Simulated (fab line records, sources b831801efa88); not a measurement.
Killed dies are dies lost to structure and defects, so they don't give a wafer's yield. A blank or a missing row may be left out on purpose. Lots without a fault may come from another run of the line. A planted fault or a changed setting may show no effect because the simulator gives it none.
A struck lot beside a sound one | flow sky130 | 14 steps out of a route of 708
Sound: wafers L725.3, L725.5, L725.6. Struck: wafers L716.4, L716.5, L716.6. The cause comes at the end.
At each step with rows: each side's tool, then ch and its chambers, then its first start. Under that, the readings that differ: sound wafers | struck wafers | difference of the means | sigmas: that difference in standard deviations of wafers without a fault.
alike: readings whose means differ by less than 2 such deviations, and words and numbers that are the same on both sides. not compared: withheld readings, readings that some wafer has no value for, bounds like >300 that may hide the same value, and numbers for which the record gives no deviation and whose values overlap.
The two part at a step that has a row with sigmas, a row that says differs or no value, or rows on one side only. Numbers that don't overlap but have no deviation are shown without sigmas and don't part them. A reading that every wafer of one side lacks parts them only if that side has two wafers or more.

SKY_METAL4_SPUTTER_04: material TiN, target thk 70 nm, time 58.3 s.
  sound on pvd_sputter-04, day 44 20:04; struck on pvd_sputter-03, day 42 13:59
  alike: throttle_valve_pct
SKY_CAP2M_CVD_00: deposits SiO2, target thk 15.5 nm.
  sound on pecvd-04 ch 0,1,2, day 44 20:07; struck on pecvd-03 ch 0,1,2, day 42 14:03
  alike: heater_power_w, rf_fwd_power_W
SKY_CAP2M_THK_MEAS_01:
  sound on film_metro-01, day 44 20:09; struck on film_metro-01, day 42 14:05
  alike: CAP2M_CVD_00_THK
SKY_CAP2M_SPUTTER_02: material TiN, target thk 200 nm, time 166.7 s.
  sound on pvd_sputter-03, day 44 20:11; struck on pvd_sputter-01, day 42 14:07
  alike: substrate_temp_c, throttle_valve_pct
SKY_CAP2M_RS_MEAS_03: measures by four-point-probe.
  sound on film_metro-04, day 44 20:20; struck on film_metro-03, day 42 14:17
  alike: CAP2M_TIN_RS
SKY_CAP2M_THK_MEAS_04: measures by xrf.
  sound on film_metro-04, day 44 20:26; struck on film_metro-03, day 42 14:23
  alike: CAP2M_TIN_THK
then, 6 steps without rows for these wafers: SKY_CAP2M_DEHYDRATE_05 (time 60 s); SKY_CAP2M_HMDS_06 (prime time 60 s); SKY_CAP2M_COAT_07 (resist thk 1140 nm); SKY_CAP2M_SOFTBAKE_08 (time 60 s); SKY_CAP2M_EXPOSE_09 (exposes mask CAP2M, target cd 1000 nm); SKY_CAP2M_PEB_10.
SKY_CAP2M_DEVELOP_11: develop time 60 s.
  sound on litho_track-03 ch 0, day 45 17:10; struck on litho_track-02, day 43 12:50
  no value came back on the struck wafers for chill_plate_temp_C (C), develop_time_s (s); on the sound wafers chill_plate_temp_C (C) reads 23.11 23.04 23.08
SKY_CAP2M_OVL_MEAS_12:
  sound on overlay-02, day 45 17:17; struck on overlay-01, day 43 12:56
  reading        | sound         | struck | difference                    | sigmas
  CAP2M_OVL (nm) | 0.3 -0.8 -0.8 | - - -  | no value on the struck wafers |

WHERE THEY PART
First at SKY_CAP2M_DEVELOP_11; last, within this record, at SKY_CAP2M_OVL_MEAS_12.

WHY: what the simulator had put in
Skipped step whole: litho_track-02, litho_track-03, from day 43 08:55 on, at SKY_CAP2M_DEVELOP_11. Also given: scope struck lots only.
